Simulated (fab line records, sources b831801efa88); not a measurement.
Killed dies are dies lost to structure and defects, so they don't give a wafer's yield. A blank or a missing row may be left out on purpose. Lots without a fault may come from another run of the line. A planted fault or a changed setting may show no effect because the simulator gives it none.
Split-lot experiment | flow gf180mcu | 5 lots, 23 wafers read, on a route of 602 steps

THE SPLIT
At GF_M3_SPUTTER_04 (material TiN, target thk 50 nm, time 41.7 s), the setting power_w was moved away from the recipe's 6500 W on 6 of the 23 wafers read, by +8.0% to +8.7%. The other wafers ran this setting at the recipe's value.

The reading is taken at the split's own step.

THE READING
TiN_of_M3_SPUTTER_04.thk_nm (the simulator's own value, which no gauge read), in nm, at GF_M3_SPUTTER_04 (material TiN, target thk 50 nm, time 41.7 s). The file gives no usual value for it. The 17 wafers here that ran the recipe average 50.25 nm, standard deviation 0.47 nm.

wafer  | tool, chamber at the split | power_w as run, W | against the recipe | TiN_of_M3_SPUTTER_04.thk_nm, nm | against lot-mates on the recipe
L079.1 | pvd_sputter-02, -          | 6500              | recipe             | 49.57                           | -
L079.2 | pvd_sputter-02, -          | 7065              | +8.7%              | 54.32                           | +4.70
L079.4 | pvd_sputter-02, -          | 7065              | +8.7%              | 54.73                           | +5.10
L079.5 | pvd_sputter-02, -          | 6500              | recipe             | 49.68                           | -
L079.6 | pvd_sputter-02, -          | 7065              | +8.7%              | 54.39                           | +4.77
L082.2 | pvd_sputter-02, -          | 6500              | recipe             | 50.48                           | -
L082.3 | pvd_sputter-02, -          | 6500              | recipe             | 50.13                           | -
L082.4 | pvd_sputter-02, -          | 6500              | recipe             | 50.03                           | -
L082.5 | pvd_sputter-02, -          | 6500              | recipe             | 50.43                           | -
L082.6 | pvd_sputter-02, -          | 6500              | recipe             | 50.04                           | -
L083.2 | pvd_sputter-01, -          | 6500              | recipe             | 50.92                           | -
L083.4 | pvd_sputter-01, -          | 6500              | recipe             | 51.25                           | -
L083.5 | pvd_sputter-01, -          | 6500              | recipe             | 50.95                           | -
L084.1 | pvd_sputter-02, -          | 6500              | recipe             | 50.03                           | -
L084.2 | pvd_sputter-02, -          | 6500              | recipe             | 50.31                           | -
L084.3 | pvd_sputter-02, -          | 6500              | recipe             | 50.39                           | -
L084.5 | pvd_sputter-02, -          | 6500              | recipe             | 50.1                            | -
L084.6 | pvd_sputter-02, -          | 6500              | recipe             | 50.04                           | -
L085.1 | pvd_sputter-02, -          | 7019              | +8.0%              | 54.31                           | +4.34
L085.2 | pvd_sputter-02, -          | 6500              | recipe             | 50.46                           | -
L085.3 | pvd_sputter-02, -          | 6500              | recipe             | 49.48                           | -
L085.4 | pvd_sputter-02, -          | 7019              | +8.0%              | 54.24                           | +4.27
L085.6 | pvd_sputter-02, -          | 7019              | +8.0%              | 54.01                           | +4.04

THE FIT
A straight line over all 23 wafers: TiN_of_M3_SPUTTER_04.thk_nm changes by +0.489 nm for each +1% of power_w; r = +0.97; the points scatter about the line by 0.43 nm.
The same after taking each lot's own level away (the mean of its wafers on the recipe; 23 wafers): +0.545 nm for each +1%; r = +0.99; scatter 0.23 nm.
On that fit, the largest move of power_w shifts the reading by 4.7 nm.
The lots' own levels span 49.625 to 51.040 nm, that is 3.0 times the standard deviation above.
So the lot-to-lot level changes the slope: the two fits differ.
Check: with one of the wafers moved furthest among these (+8.7%) left out of the fit, the line predicts +4.74 nm for it against its lot-mates. It came out at +4.7 nm against them.

OTHER SPLITS ON THESE WAFERS
These wafers also went through other splits before the reading. Each is held against what the fit with the lots' levels taken away leaves over:
other split on the same wafers | wafers away from the commonest value | r with TiN_of_M3_SPUTTER_04.thk_nm (lot level and that fit taken away)
GF_M1_EXPOSE_11 dose_mj        | 4                                    | +0.02
GF_V1_SPUTTER_21 time_s        | 7                                    | +0.14
GF_M2_EXPOSE_11 dose_mj        | 11                                   | -0.24
GF_M3_SPUTTER_03 power_w       | 8                                    | -0.34

THE FILE'S OWN FIT
TiN_of_M3_SPUTTER_04.thk_nm changes by +0.545 nm for each +1% of power_w, r = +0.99.
